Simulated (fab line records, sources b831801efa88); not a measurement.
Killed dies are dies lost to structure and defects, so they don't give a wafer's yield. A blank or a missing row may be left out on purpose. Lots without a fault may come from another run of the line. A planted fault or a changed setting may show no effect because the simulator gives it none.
fab line records | flow sky130
record lots=13 wafers=39 last_day=50
route steps=708 shown CONTACT@431 METAL1@434 PAD_OPEN@708
lots that met no fault: from a run of the same line without faults
start_h: hours from the record's first day to the start of the lot's first wafer shown | wait_h: hours since the lot's step before | " the same as in the row above | L1.1+2: a row that stands for several wafers | - no value, or no start given | * or withheld: withheld | < > ~ a bound
route shown NAME@n: a module of which the file shows steps, and the number in the route of the first | usual: mean/standard deviation of fault-free wafers | same: alike in all rows | chamber/n: place in a boat | sites: the reading at each site | _std_site: their standard deviation | _edge_site: outer sites' mean less inner sites' | radius_mm: how far each site lies from the wafer's centre | mask NAME#n: copy n | behind: the tool/chamber that last shaped the wafer | hold: why the lot was held/for how many hours/how that ended | device: the transistor (n, p or np) that didn't switch | end of line: the same wafers' tests at the end of the route | a step without rows: its recipe alone | killed: dies lost to structure and defects at the first sort, not the wafer's yield | map: a wafer's dies, x killed, . not, _ none there
set.NAME: the setting as run; set.NAME@STEP: as run at that earlier step | model.NAME: the simulator's own value behind a step, which no gauge read
steps of the route over a sample of lots; a table a step, a row a wafer
services: from which hour (start_h, from the record's first day; less than 0 if before it) a tool's chamber was out of use, for how many hours, and why
## steps
# step SKY_CONTACT_RS_MEAS_25
# recipe thk_meas_gauge=four-point-probe reads=W_of_CONTACT_CVD_24+TiN_of_CONTACT_SPUTTER_23
# usual CONTACT_W_RS=0.333/0.0052
# columns lot.wafer tool chamber start_h wait_h CONTACT_W_RS[ohm/sq]
L449.1 film_metro-03 - 730.37 0.1 0.330
L449.2 " - " " 0.342
L449.3 " - " " 0.338
L454.3 film_metro-02 - 768.10 0.1 0.335
L454.4 " - " " 0.325
L454.5 " - " " 0.338
L455.3 film_metro-02 - 780.05 0.1 0.334
L455.5 " - " " 0.335
L455.6 " - " " 0.329
L456.1 film_metro-02 - 792.01 0.1 0.338
L456.3 " - " " 0.336
L456.6 " - " " 0.335
L459.3 film_metro-01 - 806.97 0.2 0.326
L459.4 " - " " 0.329
L459.6 " - " " 0.325
L458.1 film_metro-02 - 810.63 0.2 0.331
L458.2 " - " " 0.331
L458.5 " - " " 0.329
L460.1 film_metro-03 - 813.07 0.1 0.336
L460.2 " - " " 0.332
L460.3 " - " " 0.336
L461.2 film_metro-03 - 829.59 0.1 0.334
L461.4 " - " " 0.334
L461.6 " - " " 0.339
L462.3 film_metro-02 - 839.47 0.2 0.328
L462.4 " - " " 0.328
L462.6 " - " " 0.329
L464.2 film_metro-01 - 848.83 0.1 0.331
L464.3 " - " " 0.343
L464.5 " - " " 0.345
L466.3 film_metro-02 - 864.13 0.1 0.330
L466.5 " - " " 0.336
L466.6 " - " " 0.332
L467.3 film_metro-03 - 869.34 0.1 0.326
L467.4 " - " " 0.335
L467.6 " - " " 0.339
L469.1 film_metro-01 - 897.52 0.1 0.343
L469.2 " - " " 0.334
L469.3 " - " " 0.341
# step SKY_METAL1_SPUTTER_00
# recipe material=Ti target_thk_nm=15 power_w=3000 time_s=10 chamber_pressure_pa=0.4
# usual throttle_valve_pct=30.3/1.2
# columns lot.wafer tool chamber start_h wait_h throttle_valve_pct
L449.1 pvd_sputter-02 - 730.85 0.1 30.6
L449.2 " - " " 30.3
L449.3 " - " " 28.9
L454.3 pvd_sputter-01 - 768.54 0.2 30.8
L454.4 " - " " 30.7
L454.5 " - " " 29.5
L455.3 pvd_sputter-01 - 780.49 0.2 32.7
L455.5 " - " " 30.9
L455.6 " - " " 30.6
L456.1 pvd_sputter-02 - 792.61 0.2 30.4
L456.3 " - " " 30.7
L456.6 " - " " 31.4
L459.3 pvd_sputter-04 - 807.41 0.2 29.8
L459.4 " - " " 28.0
L459.6 " - " " 30.3
L458.1 pvd_sputter-04 - 811.19 0.1 28.0
L458.2 " - " " 29.5
L458.5 " - " " 29.4
L460.1 pvd_sputter-01 - 813.55 0.2 30.5
L460.2 " - " " 32.7
L460.3 " - " " 30.9
L461.2 pvd_sputter-04 - 830.05 0.1 27.9
L461.4 " - " " 29.7
L461.6 " - " " 29.3
L462.3 pvd_sputter-01 - 839.91 0.1 29.6
L462.4 " - " " 30.6
L462.6 " - " " 29.7
L464.2 pvd_sputter-01 - 849.29 0.1 32.5
L464.3 " - " " 30.7
L464.5 " - " " 29.4
L466.3 pvd_sputter-01 - 864.57 0.1 30.5
L466.5 " - " " 30.4
L466.6 " - " " 32.5
L467.3 pvd_sputter-01 - 869.78 0.1 30.5
L467.4 " - " " 30.9
L467.6 " - " " 30.8
L469.1 pvd_sputter-01 - 898.00 0.1 29.7
L469.2 " - " " 32.6
L469.3 " - " " 30.7
# step SKY_METAL1_COAT_10
# recipe resist=KrF-thick spin_rpm=3000 resist_thk_nm=450
# usual spin_speed_rpm=3000.1/2.1
# columns lot.wafer tool chamber start_h wait_h spin_speed_rpm
L449.1 litho_track-02 0 744 - 3002.7
L449.2 " 0 " " 2997.4
L449.3 " 0 " " 2996.5
L454.3 litho_track-04 0 782 - 2996.9
L454.4 " 0 " " 2999.9
L454.5 " 0 " " 3001.0
L455.3 litho_track-03 0 793 - 3003.3
L455.5 " 0 " " 2997.6
L455.6 " 0 " " 2998.9
L456.1 litho_track-04 0 806 - 3002.9
L456.3 " 0 " " 2999.5
L456.6 " 0 " " 3001.3
L459.3 litho_track-03 0 820 - 2998.2
L459.4 " 0 " " 2997.8
L459.6 " 0 " " 3000.4
L458.1 litho_track-03 0 824 - 2996.4
L458.2 " 0 " " 2996.4
L458.5 " 0 " " 2999.0
L460.1 litho_track-04 0 825 - 2998.4
L460.2 " 0 " " 2999.9
L460.3 " 0 826 - 2999.1
L461.2 litho_track-04 0 842 - 2998.4
L461.4 " 0 " " 3000.8
L461.6 " 0 " " 3000.7
L462.3 litho_track-03 0 852 - 2997.9
L462.4 " 0 " " 3001.4
L462.6 " 0 " " 2997.8
L464.2 litho_track-04 0 862 - 2871.2
L464.3 " 0 " " 2865.4
L464.5 " 0 863 - 2869.7
L466.3 litho_track-03 0 877 - 2999.0
L466.5 " 0 " " 2999.3
L466.6 " 0 " " 2999.6
L467.3 litho_track-04 0 882 - 2868.8
L467.4 " 0 " " 2864.1
L467.6 " 0 " " 2869.7
L469.1 litho_track-02 0 910 - 3003.5
L469.2 " 0 " " 3001.1
L469.3 " 0 " " 3001.1
# step SKY_METAL1_OVL_MEAS_16
# usual METAL1_OVL=0/5.1
# columns lot.wafer tool chamber start_h wait_h METAL1_OVL[nm]
L449.1 overlay-01 - 757.83 0.1 5
L449.2 " - " " 4
L449.3 " - " " 3
L454.3 overlay-02 - 795.40 0.1 2
L454.4 " - " " 7
L454.5 " - " " 7
L455.3 overlay-01 - 807.14 0.1 -3
L455.5 " - " " -1
L455.6 " - " " -1
L456.1 overlay-01 - 819.30 0.1 -6
L456.3 " - " " -3
L456.6 " - " " -3
L459.3 overlay-01 - 833.75 0.1 4
L459.4 " - " " 2
L459.6 " - " " 9
L458.1 overlay-01 - 837.73 0.1 -1
L458.2 " - " " -5
L458.5 " - " " -2
L460.1 overlay-02 - 839.48 0.1 3
L460.2 " - " " 4
L460.3 " - " " 5
L461.2 overlay-01 - 855.79 0.1 0
L461.4 " - " " 7
L461.6 " - " " 8
L462.3 overlay-01 - 866.45 0.1 -7
L462.4 " - " " 0
L462.6 " - " " -1
L464.2 overlay-01 - 876.34 0.1 3
L464.3 " - " " 9
L464.5 " - " " 1
L466.3 overlay-01 - 890.64 0.1 -3
L466.5 " - " " 1
L466.6 " - " " -1
L467.3 overlay-02 - 895.80 0.1 1
L467.4 " - " " -8
L467.6 " - " " -3
L469.1 overlay-01 - 923.44 0.1 2
L469.2 " - " " 2
L469.3 " - " " -2
# step SKY_PAD_OPEN_PROBE_99
# usual defect_limited_yield=82.2/1.8 killed_at_M0_to_M3=44/6.8 killed_at_M4_up=2.9/1.9 killed_at_contacts=24/5.2 killed_at_front_end=16/4.1 killed_at_other=0.4/0.74 killed_dies=88/9.1 killed_open=48/7.2 killed_short=39/5.6 sort_bin_3_pad_short=0.9/0.43 sort_bin_5_function=10.6/1.4 sort_bin_6_memory=6.3/1 sort_n_pass=404/9.1 sort_yield_pct=82.2/1.8
# same gross_dies=492 killed_at_back_side=0 sort_bin_4_leakage[%]=0 sort_bin_8_speed[%]=0
# columns lot.wafer tool chamber start_h wait_h defect_limited_yield[%] killed_at_M0_to_M3 killed_at_M4_up killed_at_contacts killed_at_front_end killed_at_other killed_dies killed_open killed_short sort_bin_3_pad_short[%] sort_bin_5_function[%] sort_bin_6_memory[%] sort_n_pass sort_yield_pct[%]
L449.1 prober-02 - 1069.68 0.1 79.5 48 4 29 17 3 101 54 43 1.0 9.8 9.8 391 79.5
L449.2 prober-02 - 1069.73 0.1 81.9 41 3 33 12 0 89 51 38 1.2 10.8 6.1 403 81.9
L449.3 prober-02 - 1069.78 0.2 82.5 44 3 28 9 2 86 49 36 0.4 11.2 5.9 406 82.5
L454.3 prober-02 - 1095.09 0.2 80.1 55 3 25 15 0 98 58 40 1.2 11.4 7.3 394 80.1
L454.4 prober-02 - 1095.14 0.2 81.7 43 2 25 19 1 90 45 44 1.0 12.6 4.7 402 81.7
L454.5 prober-02 - 1095.19 0.2 80.9 53 1 19 21 0 94 47 47 1.6 12.0 5.5 398 80.9
L455.3 prober-02 - 1108.29 0.2 83.5 45 1 20 14 1 81 47 33 0.8 9.6 6.1 411 83.5
L455.5 prober-02 - 1108.39 0.2 81.3 42 3 31 16 0 92 53 39 1.0 11.8 5.9 400 81.3
L455.6 prober-02 - 1108.44 0.2 82.3 50 2 17 18 0 87 56 31 0.6 11.2 5.9 405 82.3
L456.1 prober-01 - 1126.88 0.1 82.9 33 3 32 16 0 84 55 29 0.6 10.4 6.1 408 82.9
L456.3 prober-01 - 1126.98 0.2 78.9 51 6 29 18 0 104 57 47 0.6 13.0 7.5 388 78.9
L456.6 prober-01 - 1127.13 0.2 80.9 43 2 30 19 0 94 49 44 0.4 12.0 6.7 398 80.9
L459.3 prober-01 - 1131.04 0.2 86.8 32 2 15 15 1 65 29 36 0.6 7.3 5.3 427 86.8
L459.4 prober-01 - 1131.09 0.2 79.9 42 2 35 20 0 99 59 39 0.2 12.6 7.3 393 79.9
L459.6 prober-01 - 1131.19 0.2 80.7 45 1 25 23 1 95 44 51 0.2 13.4 5.7 397 80.7
L458.1 prober-02 - 1131.95 0.1 84.6 37 5 19 15 0 76 39 37 1.2 9.3 4.9 416 84.6
L458.2 prober-02 - 1132.00 0.1 82.5 42 1 19 24 0 86 41 45 0.4 10.4 6.7 406 82.5
L458.5 prober-02 - 1132.15 0.2 80.9 40 2 25 27 0 94 57 37 0.4 12.2 6.5 398 80.9
L460.1 prober-01 - 1133.28 0.1 86.8 26 5 26 7 1 65 30 35 0.4 8.5 4.3 427 86.8
L460.2 prober-01 - 1133.33 0.1 80.3 46 4 26 21 0 97 59 38 1.2 12.2 6.3 395 80.3
L460.3 prober-01 - 1133.38 0.2 82.5 45 1 28 12 0 86 45 41 0.8 10.8 5.9 406 82.5
L461.2 prober-02 - 1143.39 0.1 83.9 44 3 25 7 0 79 51 27 0.4 10.2 5.5 413 83.9
L461.4 prober-02 - 1143.49 0.2 85.0 43 3 20 8 0 74 36 38 1.2 8.7 5.1 418 85.0
L461.6 prober-02 - 1143.59 0.2 83.1 49 0 19 14 1 83 41 41 1.6 10.2 5.1 409 83.1
L462.3 prober-01 - 1152.89 0.2 82.3 33 8 31 15 0 87 55 32 0.4 11.0 6.3 405 82.3
L462.4 prober-01 - 1152.94 0.2 82.3 49 1 22 15 0 87 54 33 1.2 10.8 5.7 405 82.3
L462.6 prober-01 - 1153.04 0.2 84.6 38 3 21 14 0 76 35 41 0.2 10.2 5.1 416 84.6
L464.2 prober-01 - 1157.94 0.1 84.1 30 1 26 19 2 78 45 31 0.4 8.9 6.5 414 84.1
L464.3 prober-01 - 1157.99 0.2 86.6 26 2 26 12 0 66 35 31 0.2 8.9 4.3 426 86.6
L464.5 prober-01 - 1158.09 0.2 79.7 53 2 27 17 1 100 46 53 0.8 12.6 6.9 392 79.7
L466.3 prober-01 - 1169.91 0.2 80.9 51 3 26 14 0 94 51 43 0.2 13.0 5.9 398 80.9
L466.5 prober-01 - 1170.01 0.2 83.1 41 1 27 14 0 83 38 45 1.6 8.5 6.7 409 83.1
L466.6 prober-01 - 1170.06 0.2 82.1 41 2 25 20 0 88 45 43 1.6 11.2 5.1 404 82.1
L467.3 prober-02 - 1172.87 0.2 83.1 46 1 25 11 0 83 48 34 0.4 8.7 7.7 409 83.1
L467.4 prober-02 - 1172.92 0.2 82.7 47 6 21 10 1 85 45 39 1.2 10.0 6.1 407 82.7
L467.6 prober-02 - 1173.02 0.2 83.3 32 2 29 19 0 82 48 34 0.6 11.2 4.9 410 83.3
L469.1 prober-02 - 1189.98 0.1 81.1 44 2 20 25 2 93 56 37 1.4 10.0 7.5 399 81.1
L469.2 prober-02 - 1190.03 0.1 85.0 37 2 21 14 0 74 42 32 0.8 9.1 5.1 418 85.0
L469.3 prober-02 - 1190.08 0.2 82.1 48 1 22 17 0 88 47 41 1.0 10.6 6.3 404 82.1
# killed by level:class
L449.1 CONTACT:geometric_particle:open=13 VIA1:geometric_particle:open=9 LI_CONTACT:geometric_particle:open=9 METAL2:geometric_particle:short=8 FIELD_ISO:geometric_particle:open=7 VIA3:geometric_particle:open=7 METAL1:geometric_particle:short=6 VIA1:geometric_particle:short=5
L449.2 CONTACT:geometric_particle:open=13 VIA1:geometric_particle:open=8 LI_CONTACT:geometric_particle:open=7 VIA3:geometric_particle:open=6 LOCAL_INTERCONNECT:geometric_particle:short=5 METAL1:geometric_particle:short=5 VIA2:geometric_particle:open=5 METAL3:geometric_particle:short=5
L449.3 CONTACT:geometric_particle:open=14 VIA1:geometric_particle:open=14 VIA1:geometric_particle:short=8 CONTACT:geometric_particle:short=5 FIELD_ISO:geometric_particle:open=4 LI_CONTACT:geometric_particle:open=4 VIA2:geometric_particle:short=4 VIA3:geometric_particle:open=4
L454.3 VIA1:geometric_particle:open=15 VIA2:geometric_particle:open=12 CONTACT:geometric_particle:open=8 METAL2:geometric_particle:short=7 CONTACT:geometric_particle:short=6 POLY_GATE:geometric_particle:short=5 LI_CONTACT:geometric_particle:open=5 FIELD_ISO:geometric_particle:open=4
L454.4 LI_CONTACT:geometric_particle:open=8 METAL1:geometric_particle:short=7 CONTACT:geometric_particle:short=7 VIA2:geometric_particle:open=6 VIA3:geometric_particle:open=6 FIELD_ISO:geometric_particle:open=5 FIELD_ISO:geometric_particle:short=5 METAL3:geometric_particle:short=5
L454.5 VIA1:geometric_particle:open=10 METAL1:geometric_particle:short=7 POLY_GATE:geometric_particle:short=6 LI_CONTACT:geometric_particle:open=6 VIA3:geometric_particle:open=6 VIA1:geometric_particle:short=5 CONTACT:geometric_particle:short=5 CONTACT:geometric_particle:open=5
L455.3 VIA1:geometric_particle:open=14 CONTACT:geometric_particle:open=7 LI_CONTACT:geometric_particle:open=6 VIA1:geometric_particle:short=6 VIA2:geometric_particle:open=5 VIA2:geometric_particle:short=4 LOCAL_INTERCONNECT:geometric_particle:short=4 METAL2:geometric_particle:open=3
L455.5 CONTACT:geometric_particle:open=16 VIA1:geometric_particle:open=14 LOCAL_INTERCONNECT:geometric_particle:short=5 VIA3:geometric_particle:short=5 FIELD_ISO:geometric_particle:short=4 FIELD_ISO:geometric_particle:open=4 POLY_GATE:geometric_particle:open=4 METAL2:geometric_particle:short=4
L455.6 VIA1:geometric_particle:open=13 VIA2:geometric_particle:open=11 FIELD_ISO:geometric_particle:open=8 VIA3:geometric_particle:open=7 FIELD_ISO:geometric_particle:short=5 LI_CONTACT:geometric_particle:open=5 CONTACT:geometric_particle:open=5 VIA3:geometric_particle:short=4
L456.1 CONTACT:geometric_particle:open=17 VIA1:geometric_particle:open=12 LI_CONTACT:geometric_particle:open=5 VIA1:geometric_particle:short=5 VIA3:geometric_particle:open=5 POLY_GATE:geometric_particle:open=4 CONTACT:geometric_particle:short=4 VIA2:geometric_particle:open=4
L456.3 CONTACT:geometric_particle:open=11 VIA3:geometric_particle:open=11 VIA1:geometric_particle:open=9 LI_CONTACT:geometric_particle:open=8 METAL2:geometric_particle:short=7 LOCAL_INTERCONNECT:geometric_particle:short=6 METAL1:geometric_particle:short=6 POLY_GATE:geometric_particle:short=5
L456.6 CONTACT:geometric_particle:open=11 VIA1:geometric_particle:open=11 VIA1:geometric_particle:short=8 LI_CONTACT:geometric_particle:open=7 CONTACT:geometric_particle:short=7 POLY_GATE:geometric_particle:open=5 METAL2:geometric_particle:short=5 FIELD_ISO:geometric_particle:open=4
L459.3 VIA1:geometric_particle:open=8 VIA1:geometric_particle:short=5 POLY_GATE:geometric_particle:open=4 LI_CONTACT:geometric_particle:open=4 CONTACT:geometric_particle:open=4 METAL1:geometric_particle:short=4 METAL2:geometric_particle:short=4 FIELD_ISO:geometric_particle:short=3
L459.4 LI_CONTACT:geometric_particle:open=12 CONTACT:geometric_particle:open=10 CONTACT:geometric_particle:short=9 VIA1:geometric_particle:open=9 VIA1:geometric_particle:short=8 VIA2:geometric_particle:open=7 FIELD_ISO:geometric_particle:short=5 POLY_GATE:geometric_particle:open=5
L459.6 VIA1:geometric_particle:short=9 FIELD_ISO:geometric_particle:short=8 POLY_GATE:geometric_particle:short=8 CONTACT:geometric_particle:open=8 METAL1:geometric_particle:short=8 LI_CONTACT:geometric_particle:open=7 VIA3:geometric_particle:short=7 VIA1:geometric_particle:open=6
L458.1 CONTACT:geometric_particle:open=7 VIA1:geometric_particle:open=7 VIA1:geometric_particle:short=6 VIA3:geometric_particle:open=6 FIELD_ISO:geometric_particle:open=5 POLY_GATE:geometric_particle:short=5 LI_CONTACT:geometric_particle:open=4 CONTACT:geometric_particle:short=4
L458.2 VIA1:geometric_particle:open=8 CONTACT:geometric_particle:open=7 METAL2:geometric_particle:short=7 FIELD_ISO:geometric_particle:open=6 FIELD_ISO:geometric_particle:short=6 LI_CONTACT:geometric_particle:open=4 POLY_GATE:geometric_particle:open=4 METAL1:geometric_particle:short=4
L458.5 LI_CONTACT:geometric_particle:open=13 VIA1:geometric_particle:open=12 FIELD_ISO:geometric_particle:short=7 VIA3:geometric_particle:open=7 POLY_GATE:geometric_particle:open=6 CONTACT:geometric_particle:open=5 METAL2:geometric_particle:short=5 POLY_GATE:geometric_particle:short=4
L460.1 CONTACT:geometric_particle:open=9 METAL1:geometric_particle:short=7 LI_CONTACT:geometric_particle:open=6 VIA1:geometric_particle:open=6 CONTACT:geometric_particle:short=5 POLY_GATE:geometric_particle:short=4 METAL4:geometric_particle:short=4 VIA2:geometric_particle:open=4
L460.2 VIA1:geometric_particle:open=10 VIA3:geometric_particle:open=10 CONTACT:geometric_particle:short=9 CONTACT:geometric_particle:open=9 METAL2:geometric_particle:short=7 FIELD_ISO:geometric_particle:open=6 VIA2:geometric_particle:open=6 LI_CONTACT:geometric_particle:open=5
L460.3 CONTACT:geometric_particle:open=10 VIA1:geometric_particle:open=8 LI_CONTACT:geometric_particle:short=7 METAL1:geometric_particle:short=7 VIA3:geometric_particle:open=7 LI_CONTACT:geometric_particle:open=6 METAL2:geometric_particle:short=5 VIA2:geometric_particle:open=5
L461.2 LI_CONTACT:geometric_particle:open=11 VIA1:geometric_particle:open=11 VIA3:geometric_particle:open=10 CONTACT:geometric_particle:open=7 METAL2:geometric_particle:short=5 VIA1:geometric_particle:short=4 VIA2:geometric_particle:open=4 POLY_GATE:geometric_particle:open=3
L461.4 CONTACT:geometric_particle:open=10 VIA1:geometric_particle:short=9 VIA1:geometric_particle:open=7 VIA3:geometric_particle:open=7 METAL1:geometric_particle:short=5 METAL2:geometric_particle:short=5 VIA2:geometric_particle:short=4 LI_CONTACT:geometric_particle:open=4
L461.6 VIA1:geometric_particle:open=9 VIA3:geometric_particle:open=9 VIA1:geometric_particle:short=8 METAL2:geometric_particle:short=8 LI_CONTACT:geometric_particle:open=5 CONTACT:geometric_particle:short=5 CONTACT:geometric_particle:open=4 METAL1:geometric_particle:short=4
L462.3 CONTACT:geometric_particle:open=14 VIA1:geometric_particle:open=9 LI_CONTACT:geometric_particle:open=8 FIELD_ISO:geometric_particle:open=6 VIA2:geometric_particle:open=6 CONTACT:geometric_particle:short=5 VIA1:geometric_particle:short=5 METAL4:geometric_particle:short=4
L462.4 VIA3:geometric_particle:open=10 CONTACT:geometric_particle:open=9 VIA1:geometric_particle:open=9 METAL2:geometric_particle:short=8 METAL1:geometric_particle:short=8 VIA2:geometric_particle:open=7 FIELD_ISO:geometric_particle:open=6 LI_CONTACT:geometric_particle:open=5
L462.6 VIA1:geometric_particle:open=9 CONTACT:geometric_particle:open=8 POLY_GATE:geometric_particle:open=7 VIA1:geometric_particle:short=7 LOCAL_INTERCONNECT:geometric_particle:short=6 METAL1:geometric_particle:short=5 VIA2:geometric_particle:short=5 CONTACT:geometric_particle:short=4
L464.2 CONTACT:geometric_particle:open=9 LI_CONTACT:geometric_particle:open=8 POLY_GATE:geometric_particle:open=8 FIELD_ISO:geometric_particle:short=5 VIA1:geometric_particle:open=5 VIA2:geometric_particle:open=5 LI_CONTACT:geometric_particle:short=4 VIA3:geometric_particle:open=4
L464.3 CONTACT:geometric_particle:open=10 CONTACT:geometric_particle:short=7 VIA2:geometric_particle:open=7 LI_CONTACT:geometric_particle:open=6 METAL1:geometric_particle:short=6 SPACER:geometric_particle:short=4 VIA3:geometric_particle:open=3 POLY_GATE:geometric_particle:open=3
L464.5 CONTACT:geometric_particle:open=11 METAL1:geometric_particle:short=9 CONTACT:geometric_particle:short=8 VIA1:geometric_particle:open=8 METAL2:geometric_particle:short=8 POLY_GATE:geometric_particle:short=7 VIA2:geometric_particle:open=7 VIA2:geometric_particle:short=5
L466.3 VIA1:geometric_particle:open=11 CONTACT:geometric_particle:open=9 METAL1:geometric_particle:short=7 CONTACT:geometric_particle:short=6 VIA3:geometric_particle:short=6 VIA2:geometric_particle:open=6 FIELD_ISO:geometric_particle:open=5 LI_CONTACT:geometric_particle:open=5
L466.5 CONTACT:geometric_particle:open=9 VIA1:geometric_particle:open=8 CONTACT:geometric_particle:short=7 METAL1:geometric_particle:short=7 METAL2:geometric_particle:short=5 VIA3:geometric_particle:open=5 FIELD_ISO:geometric_particle:short=4 LI_CONTACT:geometric_particle:open=4
L466.6 VIA1:geometric_particle:open=13 LI_CONTACT:geometric_particle:open=8 CONTACT:geometric_particle:short=8 METAL1:geometric_particle:short=6 POLY_GATE:geometric_particle:open=5 METAL2:geometric_particle:short=5 VIA1:geometric_particle:short=5 FIELD_ISO:geometric_particle:short=4
L467.3 VIA1:geometric_particle:open=11 LI_CONTACT:geometric_particle:open=10 CONTACT:geometric_particle:open=8 VIA1:geometric_particle:short=8 VIA2:geometric_particle:open=6 METAL1:geometric_particle:short=5 CONTACT:geometric_particle:short=4 VIA2:geometric_particle:short=4
L467.4 VIA2:geometric_particle:open=11 VIA1:geometric_particle:open=8 CONTACT:geometric_particle:open=7 LI_CONTACT:geometric_particle:open=7 METAL2:geometric_particle:short=6 VIA1:geometric_particle:short=5 METAL1:geometric_particle:short=4 METAL3:geometric_particle:short=4
L467.6 CONTACT:geometric_particle:open=12 LI_CONTACT:geometric_particle:open=10 VIA1:geometric_particle:open=7 FIELD_ISO:geometric_particle:open=6 CONTACT:geometric_particle:short=6 METAL1:geometric_particle:short=5 METAL2:geometric_particle:short=5 FIELD_ISO:geometric_particle:short=4
L469.1 METAL1:geometric_particle:short=10 VIA2:geometric_particle:open=8 POLY_GATE:geometric_particle:open=8 VIA1:geometric_particle:open=8 VIA3:geometric_particle:open=8 POLY_GATE:geometric_particle:short=6 CONTACT:geometric_particle:open=6 LI_CONTACT:geometric_particle:open=5
L469.2 VIA1:geometric_particle:open=8 LI_CONTACT:geometric_particle:open=7 CONTACT:geometric_particle:open=6 METAL2:geometric_particle:short=6 POLY_GATE:geometric_particle:short=5 METAL1:geometric_particle:short=5 VIA1:geometric_particle:short=5 VIA3:geometric_particle:open=5
L469.3 VIA1:geometric_particle:open=11 VIA3:geometric_particle:open=8 LI_CONTACT:geometric_particle:open=7 CONTACT:geometric_particle:open=7 POLY_GATE:geometric_particle:open=6 VIA2:geometric_particle:short=6 FIELD_ISO:geometric_particle:short=5 POLY_GATE:geometric_particle:short=5
## services
# columns tool chamber start_h hours kind
pvd_sputter-04 - 716.89 2.3 repair
pvd_sputter-01 - 734.14 2.2 repair
pvd_sputter-02 - 763.69 4.2 repair
pvd_sputter-01 - 794.84 3.5 repair
pvd_sputter-02 - 855.11 2.4 repair
pvd_sputter-02 - 880.88 0.8 repair
## key
first_sign step=SKY_METAL1_COAT_10 reading=spin_speed_rpm direction=down sigmas=64 usual=3000.1 struck=2868.2
effect none on later readings
met_at SKY_METAL1_COAT_10
struck_lots L464,L467
not_acting_at SKY_CONTACT_RS_MEAS_25,SKY_METAL1_SPUTTER_00,SKY_METAL1_OVL_MEAS_16
onset_between 842 862
fault kind=process_parameter_drift tool=litho_track-04 chamber=- onset_h=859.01 steps=SKY_METAL1_COAT_10 channel=spin_rpm offset=-131.8 shape=step end_h=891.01 acts_in=these_recipes_only stated=3000
